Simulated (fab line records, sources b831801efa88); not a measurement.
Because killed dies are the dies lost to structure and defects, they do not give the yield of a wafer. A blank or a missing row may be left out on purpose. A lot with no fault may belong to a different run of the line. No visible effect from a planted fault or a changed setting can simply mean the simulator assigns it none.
What tool caused it? + flow sky130 + 14 lots with 42 wafers sampled at 5 steps, on a route of 708 steps

## WHAT EACH GAUGE READ, for each wafer
SKY_LOCAL_INTERCONNECT_OVL_MEAS_12.
| lot  | measured     | on         | LOCAL_INTERCONNECT_OVL (nm) |
|------|--------------|------------|-----------------------------|
| L435 | day 30 14:16 | overlay-01 | 4 -1 1                      |
| L436 | day 30 19:46 | overlay-02 | -4 0 8                      |
| L437 | day 31 08:04 | overlay-01 | -11 -8 -11                  |
| L444 | day 33 14:28 | overlay-01 | -11 0 -6                    |
| L445 | day 33 20:11 | overlay-01 | -11 0 -1                    |
| L447 | day 34 10:23 | overlay-02 | 4 2 3                       |
| L449 | day 35 05:00 | overlay-01 | 5 -7 6                      |
| L450 | day 35 14:25 | overlay-01 | -16 1 4                     |
| L453 | day 36 11:59 | overlay-01 | 0 -1 4                      |
| L454 | day 36 12:50 | overlay-01 | -1 1 9                      |
| L455 | day 36 19:09 | overlay-02 | -4 -4 -11                   |
| L456 | day 37 03:52 | overlay-02 | 5 -5 1                      |
| L457 | day 37 12:05 | overlay-02 | 1 -3 -7                     |
| L458 | day 37 21:45 | overlay-02 | 0 10 3                      |

SKY_CAPM_THK_MEAS_01.
| lot  | measured     | on            | CAPM_CVD_00_THK (nm) |
|------|--------------|---------------|----------------------|
| L435 | day 36 12:26 | film_metro-01 | 15.13 15.50 15.53    |
| L436 | day 36 16:49 | film_metro-02 | 15.51 15.62 15.68    |
| L437 | day 37 07:10 | film_metro-03 | 15.34 15.63 15.78    |
| L444 | day 39 08:31 | film_metro-02 | 16.12 16.18 16.28    |
| L445 | day 39 14:03 | film_metro-03 | 16.18 16.41 16.51    |
| L447 | day 40 03:39 | film_metro-02 | 15.24 15.33 15.58    |
| L449 | day 41 02:10 | film_metro-02 | 15.15 15.57 15.45    |
| L450 | day 41 06:14 | film_metro-01 | 15.39 15.61 15.74    |
| L453 | day 42 05:09 | film_metro-02 | 15.19 15.45 15.75    |
| L454 | day 42 06:40 | film_metro-01 | 15.39 15.38 15.92    |
| L455 | day 42 09:52 | film_metro-03 | 15.31 15.47 15.61    |
| L456 | day 42 15:44 | film_metro-02 | 15.14 15.44 15.64    |
| L457 | day 43 02:35 | film_metro-01 | 15.44 15.27 15.27    |
| L458 | day 43 08:41 | film_metro-02 | 15.10 15.30 15.25    |

## WHICH TOOL RAN EACH LOT (tool, then ch and the chambers of the sampled wafers, then the start)
| lot  | SKY_LOCAL_INTERCONNECT_ETCH_13    | SKY_METAL1_SPUTTER_01        | SKY_CAPM_CVD_00                 |
|------|-----------------------------------|------------------------------|---------------------------------|
| L435 | rie_metal-03 ch 0,1, day 30 14:18 | pvd_sputter-01, day 31 20:31 | pecvd-01 ch 0,2, day 36 12:25   |
| L436 | rie_metal-02 ch 0,1, day 30 19:48 | pvd_sputter-03, day 32 02:12 | pecvd-02 ch 0,2, day 36 16:48   |
| L437 | rie_metal-02 ch 0,1, day 31 08:06 | pvd_sputter-02, day 32 15:34 | pecvd-02 ch 0,1,2, day 37 07:09 |
| L444 | rie_metal-03 ch 1, day 33 14:30   | pvd_sputter-03, day 34 19:45 | pecvd-02 ch 0,1, day 39 08:29   |
| L445 | rie_metal-01 ch 1, day 33 20:13   | pvd_sputter-02, day 35 01:34 | pecvd-02 ch 0,1, day 39 14:00   |
| L447 | rie_metal-03 ch 0,1, day 34 10:25 | pvd_sputter-02, day 35 15:23 | pecvd-01 ch 0,1, day 40 03:38   |
| L449 | rie_metal-03 ch 0,1, day 35 05:03 | pvd_sputter-02, day 36 10:28 | pecvd-03 ch 0,1,2, day 41 02:07 |
| L450 | rie_metal-03 ch 0,1, day 35 14:27 | pvd_sputter-03, day 36 19:20 | pecvd-01 ch 0,1, day 41 06:13   |
| L453 | rie_metal-02 ch 0,1, day 36 12:01 | pvd_sputter-02, day 37 17:16 | pecvd-01 ch 0,2, day 42 05:07   |
| L454 | rie_metal-03 ch 0,1, day 36 12:53 | pvd_sputter-01, day 37 17:32 | pecvd-01 ch 0,1, day 42 06:38   |
| L455 | rie_metal-02 ch 0,1, day 36 19:12 | pvd_sputter-02, day 38 00:10 | pecvd-03 ch 0,2, day 42 09:49   |
| L456 | rie_metal-03 ch 0,1, day 37 03:54 | pvd_sputter-01, day 38 09:02 | pecvd-01 ch 0,2, day 42 15:43   |
| L457 | rie_metal-01 ch 1, day 37 12:07   | pvd_sputter-03, day 38 16:41 | pecvd-03 ch 0,2, day 43 02:33   |
| L458 | rie_metal-02 ch 0,1, day 37 21:47 | pvd_sputter-03, day 39 02:14 | pecvd-01 ch 0,1,2, day 43 08:39 |
- SKY_LOCAL_INTERCONNECT_ETCH_13: etches BARC in N2/H2, stops on SiO2, time 45.9 s, target depth 60 nm.
- SKY_METAL1_SPUTTER_01: material TiN, target thk 20 nm, time 16.7 s.
- SKY_CAPM_CVD_00: deposits SiO2, target thk 15.5 nm.

## AS READ BY THE TOOLS THEMSELVES (means over the sampled wafers that have a number; for cases with no such wafer, the mark the record gives instead)
SKY_LOCAL_INTERCONNECT_ETCH_13.
| lot  | tool         | bias_w (W) | drypump_motor_current_A (A) | oes_product_au (a.u.) | throttle_valve_pct (%) |
|------|--------------|------------|-----------------------------|-----------------------|------------------------|
| L435 | rie_metal-03 | 100.1      | 5.31                        | 0.851                 | 13.223                 |
| L436 | rie_metal-02 | 99.9       | 5.38                        | 0.850                 | 13.218                 |
| L437 | rie_metal-02 | 99.8       | 5.35                        | 0.855                 | 13.232                 |
| L444 | rie_metal-03 | 100.2      | 5.41                        | 0.853                 | 13.232                 |
| L445 | rie_metal-01 | 100.6      | 5.09                        | 0.855                 | 13.231                 |
| L447 | rie_metal-03 | 99.7       | 5.31                        | 0.853                 | 13.234                 |
| L449 | rie_metal-03 | 100.2      | 5.30                        | 0.857                 | 13.229                 |
| L450 | rie_metal-03 | 99.8       | 5.23                        | 0.860                 | 13.214                 |
| L453 | rie_metal-02 | 100.0      | 5.35                        | 0.859                 | 13.228                 |
| L454 | rie_metal-03 | 100.4      | 5.31                        | 0.854                 | 13.219                 |
| L455 | rie_metal-02 | 100.1      | 5.37                        | 0.858                 | 13.226                 |
| L456 | rie_metal-03 | 99.8       | 5.25                        | 0.855                 | 13.225                 |
| L457 | rie_metal-01 | 99.7       | 5.10                        | 0.856                 | 13.219                 |
| L458 | rie_metal-02 | 100.0      | 5.36                        | 0.859                 | 13.222                 |

SKY_METAL1_SPUTTER_01.
| lot  | tool           | throttle_valve_pct (%) |
|------|----------------|------------------------|
| L435 | pvd_sputter-01 | 29.7                   |
| L436 | pvd_sputter-03 | 29.8                   |
| L437 | pvd_sputter-02 | 30.1                   |
| L444 | pvd_sputter-03 | 29.2                   |
| L445 | pvd_sputter-02 | 30.3                   |
| L447 | pvd_sputter-02 | 30.4                   |
| L449 | pvd_sputter-02 | 31.0                   |
| L450 | pvd_sputter-03 | 29.3                   |
| L453 | pvd_sputter-02 | 30.8                   |
| L454 | pvd_sputter-01 | 30.6                   |
| L455 | pvd_sputter-02 | 30.3                   |
| L456 | pvd_sputter-01 | 30.2                   |
| L457 | pvd_sputter-03 | 30.0                   |
| L458 | pvd_sputter-03 | 29.4                   |

SKY_CAPM_CVD_00.
| lot  | tool     | heater_power_w (W) | rf_fwd_power_W (W) |
|------|----------|--------------------|--------------------|
| L435 | pecvd-01 | 581                | 443.3              |
| L436 | pecvd-02 | 733                | 439.1              |
| L437 | pecvd-02 | 727                | 439.1              |
| L444 | pecvd-02 | 724                | 510.8              |
| L445 | pecvd-02 | 749                | 510.4              |
| L447 | pecvd-01 | 713                | 438.9              |
| L449 | pecvd-03 | 802                | 443.3              |
| L450 | pecvd-01 | 708                | 440.9              |
| L453 | pecvd-01 | 607                | 443.9              |
| L454 | pecvd-01 | 688                | 440.1              |
| L455 | pecvd-03 | 829                | 441.4              |
| L456 | pecvd-01 | 626                | 443.8              |
| L457 | pecvd-03 | 848                | 444.1              |
| L458 | pecvd-01 | 721                | 442.5              |

## THE ANSWER, worked out from the rows above alone
Rule: the lots themselves supply what counts as usual. Put in order of their means at a reading, lots are off if they are a third of the lots or fewer, leave a main group of 4 or more, and stand apart from it by a gap of 3 or more times the standard deviation of the main group's means; of several such gaps the widest counts. Not used: any main group whose means are identical at the precision the tables above print for the reading. Also off: a lot with no number at a reading for which 4 or more lots have one. The other lots that the step has rows for count as sound. Order of review: gauges by route order, followed by the tools' own readings, for which a lot's mean as printed above is used. At the first step where some lot is off, the reading lying furthest off is the one used; lots without a number count as furthest.
Off: L444, L445, seen at SKY_CAPM_THK_MEAS_01 (CAPM_CVD_00_THK). The main group has a mean of 15.45 nm with a standard deviation of 0.11.
If a tool, at a process step before that reading, ran all the lots that are off and no sound lot after the first of them, it fits. Not tried: the gauges at SKY_CAPM_THK_MEAS_01; whatever is off there is also off at SKY_CAPM_CVD_00, on other tools, and gauge error can't account for it. One candidate fits, namely pecvd-02 at SKY_CAPM_CVD_00. Its last sound lot is L437 (day 37 07:09), its first lot that is off L444 (day 39 08:29): a fault that began between those two fits.
The tool's own readings at SKY_CAPM_CVD_00 bear it out: on the lots that are off they differ by more than 5 times the standard deviation of the sound lots' means. rf_fwd_power_W reads 510.6 W there against 441.7 W on the sound lots.

## WHAT THE SIMULATOR HAD PUT IN
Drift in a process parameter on pecvd-02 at SKY_CAPM_CVD_00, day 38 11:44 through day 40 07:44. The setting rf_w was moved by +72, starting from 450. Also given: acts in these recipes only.
Struck lots among those shown: L444, L445. Same finding as the rule above.
